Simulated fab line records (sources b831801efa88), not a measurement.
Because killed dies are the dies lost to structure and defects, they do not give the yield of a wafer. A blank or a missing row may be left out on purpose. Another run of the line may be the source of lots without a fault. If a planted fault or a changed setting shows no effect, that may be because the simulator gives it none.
fab line records :: flow sky130
record:
  lots: 5
  wafers: 15
  last-day: 48
route steps=708 shown LDD_HVN@270 LDD_HVP@278 PAD_OPEN@708
lots that met no fault: taken from a fault-free run of the same line
start-h: hours from the record's first day to the start of the lot's first wafer shown :: wait-h: hours since the lot's step before :: " repeats the value in the row above :: L1.1+2: several wafers, shown together as one row :: - either no value or no given start :: * or withheld: withheld :: < > ~ a bound
route shown NAME@n: a module of which the file shows steps, and the number in the route of the first :: usual: mean and standard deviation over wafers with no fault :: same: alike in all rows :: chamber/n: place in a boat :: sites: per-site readings :: _std_site: standard deviation across them :: _edge_site: outer sites' mean less inner sites' :: radius-mm: how far each site lies from the wafer's centre :: mask NAME#n: copy n :: behind: the most recent tool/chamber to have shaped the wafer :: hold: why the lot went on hold/how many hours it stayed there/how the hold came to an end :: device: names the non-switching transistor (n, p or np) :: end of line: the tests these same wafers got at the end of their route :: a step without rows: its recipe alone :: killed: not the wafer's yield, but the dies lost to structure and defects at the first sort :: map: a wafer's dies, x killed, . not, _ none there
set.NAME: the setting as run; set.NAME@STEP: as run at that earlier step :: model.NAME: the simulator's own value behind a step, which no gauge read
lots at some steps of the route; a table a step, a row a wafer
services: when a tool's chamber went out of use (start-h, in hours from the record's first day, below 0 if earlier), for how many hours, and the reason
== steps ==
step: SKY_LDD_HVN_SOFTBAKE_03
recipe:
  temp-c: 90
  time-s: 60
  resist: NOVOLAK
step: SKY_LDD_HVN_EXPOSE_04
recipe:
  mask-id: HVNTM
  na: 0.6
  source-shape: conventional
  sigma-outer: 0.6
  polarization: unpolarized
  target-cd-nm: 700
  dose-mj: 127
step: SKY_LDD_HVN_PEB_05
recipe:
  temp-c: withheld
  time-s: *
  resist: NOVOLAK
step: SKY_LDD_HVN_DEVELOP_06
recipe:
  resist: NOVOLAK
  developer: TMAH
  develop-time-s: 60
  dev-temp-c: 23
step: SKY_LDD_HVN_OVL_MEAS_07
usual:
  LDD_HVN_OVL: 0.2/1.2
lot.wafer: L250.3
tool: overlay-01
chamber: -
start-h: 488.67
wait-h: 0.1
LDD_HVN_OVL[nm]: 1.0

lot.wafer: L250.4
tool: overlay-01
chamber: -
start-h: 488.67
wait-h: 0.1
LDD_HVN_OVL[nm]: -0.1

lot.wafer: L250.5
tool: overlay-01
chamber: -
start-h: 488.67
wait-h: 0.1
LDD_HVN_OVL[nm]: 0.4

lot.wafer: L253.2
tool: overlay-01
chamber: -
start-h: 546.42
wait-h: 0.1
LDD_HVN_OVL[nm]: -0.2

lot.wafer: L253.3
tool: overlay-01
chamber: -
start-h: 546.42
wait-h: 0.1
LDD_HVN_OVL[nm]: -1.7

lot.wafer: L253.5
tool: overlay-01
chamber: -
start-h: 546.42
wait-h: 0.1
LDD_HVN_OVL[nm]: 0.4

lot.wafer: L256.1
tool: overlay-02
chamber: -
start-h: 569.26
wait-h: 0.1
LDD_HVN_OVL[nm]: -1.5

lot.wafer: L256.3
tool: overlay-02
chamber: -
start-h: 569.26
wait-h: 0.1
LDD_HVN_OVL[nm]: 0.6

lot.wafer: L256.5
tool: overlay-02
chamber: -
start-h: 569.26
wait-h: 0.1
LDD_HVN_OVL[nm]: -1.7

lot.wafer: L258.1
tool: overlay-02
chamber: -
start-h: 569.56
wait-h: 0.1
LDD_HVN_OVL[nm]: -0.1

lot.wafer: L258.3
tool: overlay-02
chamber: -
start-h: 569.56
wait-h: 0.1
LDD_HVN_OVL[nm]: 0.6

lot.wafer: L258.6
tool: overlay-02
chamber: -
start-h: 569.56
wait-h: 0.1
LDD_HVN_OVL[nm]: -0.9

lot.wafer: L257.3
tool: overlay-02
chamber: -
start-h: 570.77
wait-h: 0.1
LDD_HVN_OVL[nm]: -2.3

lot.wafer: L257.4
tool: overlay-02
chamber: -
start-h: 570.77
wait-h: 0.1
LDD_HVN_OVL[nm]: -1.1

lot.wafer: L257.5
tool: overlay-02
chamber: -
start-h: 570.77
wait-h: 0.1
LDD_HVN_OVL[nm]: 0.8
step: SKY_LDD_HVN_IMPLANT_08
recipe:
  species: P
  energy-kev: 60
  dose-cm2: 3e+13
  tilt-deg: 40
step: SKY_LDD_HVN_STRIP_09
recipe:
  chemistry: O2/N2
  power-w: 1400
  pressure-mtorr: 1500
  platen-temp-c: withheld
  o2-flow-sccm: 3000
  n2-flow-sccm: 300
  overash-fraction: 0.5
usual:
  drypump-motor-current-A: 5.8/0.33
  oes-product-au: 0.408/0.0045
  strip-time-to-endpoint-s: 4.142/0.016
same:
  overash-fraction: 0.5
lot.wafer: L250.3
tool: plasma-asher-03
chamber: 1
start-h: 488.88
wait-h: 0.1
drypump-motor-current-A: 5.6
oes-product-au: 0.404
rf-hours-counter-h: -
strip-time-to-endpoint-s: 4.160

lot.wafer: L250.4
tool: plasma-asher-03
chamber: 0
start-h: 488.88
wait-h: 0.1
drypump-motor-current-A: 5.9
oes-product-au: 0.407
rf-hours-counter-h: -
strip-time-to-endpoint-s: 4.157

lot.wafer: L250.5
tool: plasma-asher-03
chamber: 1
start-h: 488.88
wait-h: 0.1
drypump-motor-current-A: 5.6
oes-product-au: 0.408
rf-hours-counter-h: -
strip-time-to-endpoint-s: 4.135

lot.wafer: L253.2
tool: plasma-asher-03
chamber: 1
start-h: 546.60
wait-h: 0.1
drypump-motor-current-A: 5.6
oes-product-au: 0.404
rf-hours-counter-h: 73
strip-time-to-endpoint-s: 4.140

lot.wafer: L253.3
tool: plasma-asher-03
chamber: 0
start-h: 546.60
wait-h: 0.1
drypump-motor-current-A: 5.9
oes-product-au: 0.402
rf-hours-counter-h: -
strip-time-to-endpoint-s: 4.137

lot.wafer: L253.5
tool: plasma-asher-03
chamber: 0
start-h: 546.60
wait-h: 0.1
drypump-motor-current-A: 5.9
oes-product-au: 0.410
rf-hours-counter-h: -
strip-time-to-endpoint-s: 4.122

lot.wafer: L256.1
tool: plasma-asher-02
chamber: 1
start-h: 569.45
wait-h: 0.1
drypump-motor-current-A: 5.8
oes-product-au: 0.409
rf-hours-counter-h: 45
strip-time-to-endpoint-s: 4.168

lot.wafer: L256.3
tool: plasma-asher-02
chamber: 1
start-h: 569.45
wait-h: 0.1
drypump-motor-current-A: 5.8
oes-product-au: 0.405
rf-hours-counter-h: -
strip-time-to-endpoint-s: 4.159

lot.wafer: L256.5
tool: plasma-asher-02
chamber: 0
start-h: 569.45
wait-h: 0.1
drypump-motor-current-A: 6.5
oes-product-au: 0.414
rf-hours-counter-h: -
strip-time-to-endpoint-s: 4.157

lot.wafer: L258.1
tool: plasma-asher-04
chamber: 0
start-h: 569.75
wait-h: 0.1
drypump-motor-current-A: 6.0
oes-product-au: 0.411
rf-hours-counter-h: 84
strip-time-to-endpoint-s: 4.155

lot.wafer: L258.3
tool: plasma-asher-04
chamber: 1
start-h: 569.75
wait-h: 0.1
drypump-motor-current-A: 5.2
oes-product-au: 0.417
rf-hours-counter-h: -
strip-time-to-endpoint-s: 4.119

lot.wafer: L258.6
tool: plasma-asher-04
chamber: 1
start-h: 569.75
wait-h: 0.1
drypump-motor-current-A: 5.2
oes-product-au: 0.408
rf-hours-counter-h: -
strip-time-to-endpoint-s: 4.145

lot.wafer: L257.3
tool: plasma-asher-04
chamber: 0
start-h: 570.98
wait-h: 0.1
drypump-motor-current-A: 5.9
oes-product-au: 0.400
rf-hours-counter-h: -
strip-time-to-endpoint-s: 4.169

lot.wafer: L257.4
tool: plasma-asher-04
chamber: 1
start-h: 570.98
wait-h: 0.1
drypump-motor-current-A: 5.2
oes-product-au: 0.407
rf-hours-counter-h: -
strip-time-to-endpoint-s: 4.146

lot.wafer: L257.5
tool: plasma-asher-04
chamber: 1
start-h: 570.98
wait-h: 0.1
drypump-motor-current-A: 5.2
oes-product-au: 0.404
rf-hours-counter-h: -
strip-time-to-endpoint-s: 4.153
step: SKY_LDD_HVN_TW_MEAS_10
usual:
  LDD_HVN_TW: 1429/14
lot.wafer: L250.3
tool: film-metro-03
chamber: -
start-h: 488.97
wait-h: 0.1
LDD_HVN_TW: 1436

lot.wafer: L250.4
tool: film-metro-03
chamber: -
start-h: 488.97
wait-h: 0.1
LDD_HVN_TW: 1432

lot.wafer: L250.5
tool: film-metro-03
chamber: -
start-h: 488.97
wait-h: 0.1
LDD_HVN_TW: 1435

lot.wafer: L253.2
tool: film-metro-02
chamber: -
start-h: 546.71
wait-h: 0.1
LDD_HVN_TW: 1440

lot.wafer: L253.3
tool: film-metro-02
chamber: -
start-h: 546.71
wait-h: 0.1
LDD_HVN_TW: 1441

lot.wafer: L253.5
tool: film-metro-02
chamber: -
start-h: 546.71
wait-h: 0.1
LDD_HVN_TW: 1433

lot.wafer: L256.1
tool: film-metro-03
chamber: -
start-h: 569.55
wait-h: 0.1
LDD_HVN_TW: 1433

lot.wafer: L256.3
tool: film-metro-03
chamber: -
start-h: 569.55
wait-h: 0.1
LDD_HVN_TW: 1429

lot.wafer: L256.5
tool: film-metro-03
chamber: -
start-h: 569.55
wait-h: 0.1
LDD_HVN_TW: 1442

lot.wafer: L258.1
tool: film-metro-01
chamber: -
start-h: 569.85
wait-h: 0.1
LDD_HVN_TW: 1418

lot.wafer: L258.3
tool: film-metro-01
chamber: -
start-h: 569.85
wait-h: 0.1
LDD_HVN_TW: 1425

lot.wafer: L258.6
tool: film-metro-01
chamber: -
start-h: 569.85
wait-h: 0.1
LDD_HVN_TW: 1425

lot.wafer: L257.3
tool: film-metro-01
chamber: -
start-h: 571.07
wait-h: 0.1
LDD_HVN_TW: 1415

lot.wafer: L257.4
tool: film-metro-01
chamber: -
start-h: 571.07
wait-h: 0.1
LDD_HVN_TW: 1421

lot.wafer: L257.5
tool: film-metro-01
chamber: -
start-h: 571.07
wait-h: 0.1
LDD_HVN_TW: 1428
step: SKY_LDD_HVP_DEHYDRATE_00
recipe:
  temp-c: 200
  time-s: 60
step: SKY_LDD_HVP_HMDS_01
recipe:
  prime-time-s: 60
  prime-temp-c: 120
step: SKY_LDD_HVP_COAT_02
recipe:
  resist: NOVOLAK
  spin-rpm: 3000
  resist-thk-nm: 300
step: SKY_LDD_HVP_SOFTBAKE_03
recipe:
  temp-c: 90
  time-s: 60
  resist: NOVOLAK
step: SKY_LDD_HVP_EXPOSE_04
recipe:
  mask-id: HVPTM
  na: 0.6
  source-shape: conventional
  sigma-outer: 0.6
  polarization: unpolarized
  target-cd-nm: 700
  dose-mj: 86
usual:
  focus-offset-nm: 0.1/0.55
lot.wafer: L250.3
tool: iline-stepper-02
chamber: 0
start-h: 504.67
wait-h: -
mask: HVPTM#0
focus-offset-nm: 0.3

lot.wafer: L250.4
tool: iline-stepper-02
chamber: 0
start-h: 504.67
wait-h: -
mask: HVPTM#0
focus-offset-nm: 0.1

lot.wafer: L250.5
tool: iline-stepper-02
chamber: 0
start-h: 504.67
wait-h: -
mask: HVPTM#0
focus-offset-nm: 0.2

lot.wafer: L253.2
tool: iline-stepper-01
chamber: 0
start-h: 562.91
wait-h: -
mask: HVPTM#0
focus-offset-nm: -0.9

lot.wafer: L253.3
tool: iline-stepper-01
chamber: 0
start-h: 562.91
wait-h: -
mask: HVPTM#0
focus-offset-nm: -1.2

lot.wafer: L253.5
tool: iline-stepper-01
chamber: 0
start-h: 562.91
wait-h: -
mask: HVPTM#0
focus-offset-nm: 0.5

lot.wafer: L256.1
tool: iline-stepper-01
chamber: 0
start-h: 584.48
wait-h: -
mask: HVPTM_R1#0
focus-offset-nm: 0.2

lot.wafer: L256.3
tool: iline-stepper-01
chamber: 0
start-h: 584.48
wait-h: -
mask: HVPTM_R1#0
focus-offset-nm: 1.2

lot.wafer: L256.5
tool: iline-stepper-01
chamber: 0
start-h: 584.48
wait-h: -
mask: HVPTM_R1#0
focus-offset-nm: 0.4

lot.wafer: L258.1
tool: iline-stepper-01
chamber: 0
start-h: 585.12
wait-h: -
mask: HVPTM#0
focus-offset-nm: 0.8

lot.wafer: L258.3
tool: iline-stepper-01
chamber: 0
start-h: 585.12
wait-h: -
mask: HVPTM#0
focus-offset-nm: 0.0

lot.wafer: L258.6
tool: iline-stepper-01
chamber: 0
start-h: 585.12
wait-h: -
mask: HVPTM#0
focus-offset-nm: 0.0

lot.wafer: L257.3
tool: iline-stepper-02
chamber: 0
start-h: 586.53
wait-h: -
mask: HVPTM#0
focus-offset-nm: -0.4

lot.wafer: L257.4
tool: iline-stepper-02
chamber: 0
start-h: 586.53
wait-h: -
mask: HVPTM#0
focus-offset-nm: 0.4

lot.wafer: L257.5
tool: iline-stepper-02
chamber: 0
start-h: 586.53
wait-h: -
mask: HVPTM#0
focus-offset-nm: -0.4
step: SKY_LDD_HVP_PEB_05
recipe:
  temp-c: withheld
  time-s: *
  resist: NOVOLAK
step: SKY_PAD_OPEN_PROBE_99
usual:
  killed_at_M0_to_M3: 43/6.8
  killed_at_M4_up: 3.0/1.8
  killed-at-contacts: 23/5.4
  killed-at-front-end: 15/4.4
  killed-at-other: 0.3/0.51
  killed-dies: 85/9.2
  killed-on-rim: 17/3.7
  killed-open: 47/6.8
  killed-short: 39/6.8
same:
  gross-dies: 492
  killed-at-back-side: 0
lot.wafer: L258.1
tool: prober-01
chamber: -
start-h: 1144.43
wait-h: 0.1
killed_at_M0_to_M3: 42
killed_at_M4_up: 5
killed-at-contacts: 20
killed-at-front-end: 22
killed-at-other: 0
killed-dies: 89
killed-on-rim: 22
killed-open: 53
killed-short: 36

lot.wafer: L258.3
tool: prober-01
chamber: -
start-h: 1144.53
wait-h: 0.2
killed_at_M0_to_M3: 40
killed_at_M4_up: 3
killed-at-contacts: 27
killed-at-front-end: 15
killed-at-other: 0
killed-dies: 85
killed-on-rim: 20
killed-open: 55
killed-short: 30

lot.wafer: L258.6
tool: prober-01
chamber: -
start-h: 1144.68
wait-h: 0.2
killed_at_M0_to_M3: 47
killed_at_M4_up: 3
killed-at-contacts: 25
killed-at-front-end: 11
killed-at-other: 0
killed-dies: 86
killed-on-rim: 13
killed-open: 43
killed-short: 43

lot.wafer: L256.1
tool: prober-02
chamber: -
start-h: 1145.92
wait-h: 0.1
killed_at_M0_to_M3: 58
killed_at_M4_up: 5
killed-at-contacts: 17
killed-at-front-end: 321
killed-at-other: 0
killed-dies: 401
killed-on-rim: 95
killed-open: 55
killed-short: 43

lot.wafer: L256.3
tool: prober-02
chamber: -
start-h: 1146.02
wait-h: 0.2
killed_at_M0_to_M3: 50
killed_at_M4_up: 4
killed-at-contacts: 26
killed-at-front-end: 327
killed-at-other: 0
killed-dies: 407
killed-on-rim: 96
killed-open: 42
killed-short: 53

lot.wafer: L256.5
tool: prober-02
chamber: -
start-h: 1146.12
wait-h: 0.2
killed_at_M0_to_M3: 54
killed_at_M4_up: 1
killed-at-contacts: 17
killed-at-front-end: 319
killed-at-other: 0
killed-dies: 391
killed-on-rim: 95
killed-open: 50
killed-short: 35
killed by level:class
L258.1 VIA1:geometric-particle:open=11 FIELD_ISO:geometric-particle:short=9 VIA2:geometric-particle:open=9 CONTACT:geometric-particle:open=8 FIELD_ISO:geometric-particle:open=5 POLY_GATE:geometric-particle:open=5 LI_CONTACT:geometric-particle:open=5 METAL1:geometric-particle:short=5
L258.3 VIA2:geometric-particle:open=11 LI_CONTACT:geometric-particle:open=10 CONTACT:geometric-particle:open=9 FIELD_ISO:geometric-particle:open=8 VIA3:geometric-particle:open=5 POLY_GATE:geometric-particle:open=4 VIA1:geometric-particle:open=4 CONTACT:geometric-particle:short=4
L258.6 LI_CONTACT:geometric-particle:open=10 VIA1:geometric-particle:open=10 METAL2:geometric-particle:short=7 CONTACT:geometric-particle:open=7 VIA1:geometric-particle:short=7 CONTACT:geometric-particle:short=6 VIA3:geometric-particle:short=6 VIA2:geometric-particle:open=6
L256.1 LDD_HVP:area-expose=303 VIA1:geometric-particle:open=16 VIA2:geometric-particle:open=13 FIELD_ISO:geometric-particle:open=9 VIA1:geometric-particle:short=7 METAL1:geometric-particle:short=5 LOCAL_INTERCONNECT:geometric-particle:short=5 VIA3:geometric-particle:open=5
L256.3 LDD_HVP:area-expose=312 VIA1:geometric-particle:open=13 METAL1:geometric-particle:short=8 LI_CONTACT:geometric-particle:open=7 CONTACT:geometric-particle:short=7 VIA1:geometric-particle:short=7 METAL2:geometric-particle:short=6 VIA2:geometric-particle:open=6
L256.5 LDD_HVP:area-expose=306 VIA1:geometric-particle:open=16 VIA1:geometric-particle:short=7 CONTACT:geometric-particle:short=5 CONTACT:geometric-particle:open=5 VIA2:geometric-particle:short=5 VIA2:geometric-particle:open=5 VIA3:geometric-particle:open=5
map L256.3 (x killed, . not)
__________xxxxxxxxxx_________
________xxxxxxxxxxxxxx_______
______xxxxxxxxxxxxxxxxxx_____
_____xxxx.x.xxx.xx.xxxxxx____
____xxxxxxx.xxxxxxx.xxxxxx___
___xxxx.xxxxxxx.xxxxxxxxxxx__
__xxxxxxx...xx.xxxxxx.xxxxxx_
_xxxxxxxxxxxxxxx.xxx..xxxxxxx
_xxxxxx.xxxxx...xx..xxxxxxxxx
_xxxx.xx.x..xxxxxxxxx..xxxxxx
_xxx.x..x.........xxxxxxxxxxx
_xxxxxx..x...xx..x..xxxxxxxxx
_xxxx.xx.x..xx.x.x.x..xxxxxxx
_xxxxxx...x.x..xx.xxxx.xxxxxx
_xxxxxx.xxxxx.xx....xxxxxxxxx
__xxxxx.x.x.xx..x.xxxxxxxxxx_
___xxxxxxx.xxxx.xxxxxxxxxxx__
____xxxxxxx.xxxxxxxxxxxxxx___
_____xxxx.xxxx.xx.xxxxxxx____
______xxxxxxxxxxxxxxxxxx_____
________xxxxxxx.xxxxxx_______
__________xxxxxxxxxx_________
map L253.2 (x killed, . not)
__________..x...xx.._________
________x.xx.........x_______
______..............xxx._____
_____....x...x.........x.____
____x.....x..........x.x.x___
___....xxx.........xx......__
__.......x......x..........._
_.................xx....x.x..
_...x..x..................x..
_..........x.x.......x..x....
_......x..x....x...x.........
_..x...x.x.x.....xx.xx.....x.
_.......xx.x.............x...
_...........x...x.....x......
_.............x..............
__.......x.xx........x......_
___......x...x...xx.x..xx..__
____.x...............x....___
_____....................____
______x..x...x..x......x_____
________......x......._______
__________...x......_________
== services ==
tool: iline-stepper-02
chamber: -
start-h: 464.95
hours: 1.7
kind: pm

tool: plasma-asher-02
chamber: -
start-h: 525.00
hours: 2.8
kind: repair

tool: iline-stepper-01
chamber: -
start-h: 525.56
hours: 21.2
kind: repair

tool: plasma-asher-04
chamber: -
start-h: 555.25
hours: 11.5
kind: repair

tool: plasma-asher-04
chamber: -
start-h: 571.59
hours: 4.0
kind: repair
== key ==
first-sign:
  step: SKY_LDD_HVP_EXPOSE_04
  reading: mask
  direction: changed
effect:
  step: SKY_PAD_OPEN_PROBE_99
  reading: killed-at-front-end
  direction: up
  sigmas: 69
  usual: 15
  struck: 322
more-kills-born-at:
  SKY_LDD_HVP_EXPOSE_04@iline-stepper-01: 921
met-at SKY_LDD_HVP_EXPOSE_04
struck-wafers L256.1,L256.3,L256.5
tester-left-out L256
onset-between 562.91 584.48
fault:
  kind: wrong-mask
  tool: any
  chamber: -
  onset-h: 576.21
  steps: SKY_LDD_HVP_EXPOSE_04
  aux-copy: HVPTM_R1#0
  cd-offset-nm: -140
  scope: struck-lots-only
tester-left-out: of these lots the tester's yield and bins aren't shown, on N5 and GAA mostly nor the transistor test; their killed dies are dies lost to structure and defects alone, not to doping, threshold or leakage, so they don't give the yield
